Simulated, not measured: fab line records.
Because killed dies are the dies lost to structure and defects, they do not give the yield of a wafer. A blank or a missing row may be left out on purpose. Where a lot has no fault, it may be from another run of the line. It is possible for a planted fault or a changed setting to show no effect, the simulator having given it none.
Which tool is to blame? -- flow sky130 -- Sampling: 12 lots, 36 wafers, 2 of 708 route steps

## WHAT THE GAUGES READ, wafer by wafer
SKY_SONOS_TUNNEL_CD_MEAS_07 targets a cd of 410 nm. Usual: 409.7 nm for cd_nm, sd 2.3.
lot,measured,on,cd_nm (nm),flag
L381,day 11 07:25,cd_sem-02,414.3 412.0 413.5,
L382,day 11 12:26,cd_sem-01,408.3 407.0 407.5,
L386,day 13 01:41,cd_sem-01,412.1 411.8 411.5,
L394,day 16 00:44,cd_sem-01,407.1 407.0 404.6,
L393,day 16 00:46,cd_sem-02,407.7 409.6 410.1,
L395,day 16 07:20,cd_sem-01,406.4 408.3 408.9,
L398,day 17 05:16,cd_sem-01,408.0 407.9 406.8,
L399,day 17 14:40,cd_sem-01,407.2 410.4 410.6,
L400,day 17 22:50,cd_sem-02,412.1 411.2 412.3,
L401,day 18 03:49,cd_sem-01,410.1 411.8 410.2,
L402,day 18 12:07,cd_sem-01,411.3 412.0 410.3,
L404,day 19 00:22,cd_sem-02,411.3 407.3 409.1,

## TOOL THAT RAN EACH LOT (tool first, then ch and the chambers of the sampled wafers, then the start)
lot,SKY_VT_ADJUST_LVTN_STRIP_09
L381,"plasma_asher-03 ch 0,1, day 6 19:41"
L382,"plasma_asher-03 ch 0,1, day 6 23:53"
L386,"plasma_asher-01 ch 0,1, day 8 04:50"
L394,"plasma_asher-02 ch 1, day 10 15:10"
L393,"plasma_asher-01 ch 0,1, day 10 16:02"
L395,"plasma_asher-03 ch 0,1, day 10 21:58"
L398,"plasma_asher-01 ch 0,1, day 11 16:25"
L399,"plasma_asher-02 ch 0,1, day 12 00:16"
L400,"plasma_asher-01 ch 0,1, day 12 06:52"
L401,"plasma_asher-03 ch 0,1, day 12 10:49"
L402,"plasma_asher-02 ch 0,1, day 12 17:54"
L404,"plasma_asher-02 ch 0,1, day 13 05:11"
- SKY_VT_ADJUST_LVTN_STRIP_09: strips in O2/N2.

## AS READ BY THE TOOLS THEMSELVES (means over the sampled wafers that have a number; for cases with no such wafer, the mark the record gives instead)
SKY_VT_ADJUST_LVTN_STRIP_09. Usual: drypump_motor_current_A 5.6 A, standard deviation 0.47; o2_flow_sccm 3000 sccm, standard deviation 10; oes_product_au 0.722 a.u., standard deviation 0.0048; strip_time_to_endpoint_s 36.92 s, standard deviation 0.11.
lot,tool,drypump_motor_current_A (A),o2_flow_sccm (sccm),oes_product_au (a.u.),strip_time_to_endpoint_s (s),flag
L381,plasma_asher-03,6.2,2996,0.719,36.93,
L382,plasma_asher-03,6.2,3004,0.720,36.77,
L386,plasma_asher-01,5.7,3007,0.721,36.98,
L394,plasma_asher-02,5.2,3027,0.721,36.99,
L393,plasma_asher-01,5.7,2990,0.720,36.97,
L395,plasma_asher-03,6.2,2997,0.729,36.96,
L398,plasma_asher-01,5.7,2991,0.725,37.03,
L399,plasma_asher-02,5.2,3008,0.720,36.91,
L400,plasma_asher-01,5.9,2990,0.726,36.75,
L401,plasma_asher-03,6.0,3006,0.720,37.00,
L402,plasma_asher-02,5.1,2999,0.723,36.83,
L404,plasma_asher-02,5.1,2996,0.719,36.84,

## THE ANSWER, worked out from the rows above alone
Rule: a lot counts as off when the mean over its wafers that have a number is more than 3 standard deviations away from the usual mean. A lot without any number at a reading at which 4 lots or more have one is off too. Where the step has rows for the other lots, those lots are counted as sound. Order of review: gauges by route order, followed by the tools' own readings, for which a lot's mean as printed above is used. The first step at which some lot is off is used, and at that step the reading that is off furthest; a lot without a number counts as furthest.
No lot is off at any reading shown: from this, nothing can be told.

## WHAT HAD BEEN PUT IN BY THE SIMULATOR
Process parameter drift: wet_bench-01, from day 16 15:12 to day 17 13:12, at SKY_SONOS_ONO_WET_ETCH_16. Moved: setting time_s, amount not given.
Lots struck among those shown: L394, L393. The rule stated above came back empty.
